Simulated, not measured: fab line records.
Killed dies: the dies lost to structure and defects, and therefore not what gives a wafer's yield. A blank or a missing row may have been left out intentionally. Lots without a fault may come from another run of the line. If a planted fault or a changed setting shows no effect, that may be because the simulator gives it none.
A single fault, viewed from 2 desks ; flow gf180mcu ; every desk sees just its own numbers, and what lay behind them comes last

== THE TOOL OWNER'S DESK: implanter-04 ==
The tool's own readings at GF_MVSD_IMPLANT_08, given as means over the sampled wafers that have a number, one for each lot that went through this tool. If a lot's mean is further than 4 standard deviations from the usual mean, the lot is out of limits and carries the mark OUT (the distance appears in the brackets).
Columns: A = beamOnS at GF_MVSD_IMPLANT_08, usual 9.99 s; B = doseIonsCm2 at GF_MVSD_IMPLANT_08, usual 1.5997e+13; C = faradayCurrentUA at GF_MVSD_IMPLANT_08, usual 90.3
lot;first seen here;A;B;C
L418;day 4 22:29;9.98;1.5994e+13;90.7
L420;day 5 09:59;10.15;1.5994e+13;88.7
L424;day 6 07:09;12.12 (+10) OUT;1.6003e+13;75.8 (-7.6) OUT
L425;day 6 16:11;14.20 (+20) OUT;1.6018e+13;63.6 (-14) OUT
L427;day 6 23:56;11.17 (+5.6) OUT;1.5966e+13;82.1 (-4.3) OUT
L435;day 9 03:15;9.97;1.5988e+13;90.5
L439;day 10 02:33;9.91;1.5995e+13;90.9
This desk's verdict: out of limits on L424, L425, L427, starting with L424 at day 6 07:09 (beamOnS at GF_MVSD_IMPLANT_08). Within limits: L418, L420, L435, L439.

== THE METROLOGY DESK ==
What the gauges read for every lot (on any tool): the sampled wafers with a number, averaged. If a lot's mean is further than 4 standard deviations from the usual mean, the lot is out of limits and carries the mark OUT (the distance appears in the brackets).
Columns: A = INCOMING_BOW at GF_STI_BOW_MEAS_00, usual 0 um; B = cdNm at GF_STI_CD_MEAS_12, usual 220.1 nm; C = NWELL_OVL at GF_NWELL_OVL_MEAS_07, usual -1.0 nm; D = MVSD_TW at GF_MVSD_TW_MEAS_11, usual 1580; E = MVSD_RS at GF_VT_IMPLANT_RS_MEAS_46, usual 456.9 ohm/sq
lot;first seen here;A;B;C;D;E
L416;day 1 10:00;4;221.1;-1.5;1590;455.7
L418;day 1 20:01;-1;220.0;-2.1;1592;457.3
L419;day 2 01:01;-0;222.2;-0.9;1575;457.2
L420;day 2 06:01;1;221.0;0.0;1572;456.1
L421;day 2 11:01;-3;219.6;-0.3;1585;457.0
L422;day 2 16:01;1;218.6;-0.7;1578;456.3
L424;day 3 02:00;1;220.4;-1.7;1670 (+11) OUT;422.4 (-34) OUT
L425;day 3 07:01;1;220.0;-1.2;1742 (+20) OUT;387.5 (-69) OUT
L427;day 3 17:01;2;219.1;-1.4;1632 (+6.5) OUT;432.2 (-25) OUT
L433;day 4 23:01;3;220.5;-1.8;1582;457.1
L435;day 5 09:00;1;221.8;-0.7;1594;456.3
L436;day 5 14:00;-7;221.3;-1.4;1585;458.1
L437;day 5 19:00;2;220.1;-2.9;1578;457.7
L439;day 6 05:02;2;219.1;-1.8;1562;458.0
Per this desk, out of limits: L424, L425, L427; the first was L424, day 6 07:33 (MVSD_TW at GF_MVSD_TW_MEAS_11). Within limits: L416, L418, L419, L420, L421, L422, L433, L435, L436, L437, L439.

== ALL TOGETHER ==
On L424, L425, L427, at day 6 07:09, an alarm was possible from the tool owner's desk.
The metrology desk could have raised an alarm at day 6 07:33, on L424, L425, L427.
GF_MVSD_IMPLANT_08 was run on implanter-04 by each of the lots named.

== WHAT WAS PUT IN BY THE SIMULATOR ==
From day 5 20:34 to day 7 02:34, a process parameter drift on implanter-04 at GF_MVSD_IMPLANT_08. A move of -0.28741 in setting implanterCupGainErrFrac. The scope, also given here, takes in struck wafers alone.
Struck lots among those shown: L424, L425, L427.
Hours from the fault's start to each desk's first reading out of limits: the tool owner's desk, 11; the metrology desk, 11.
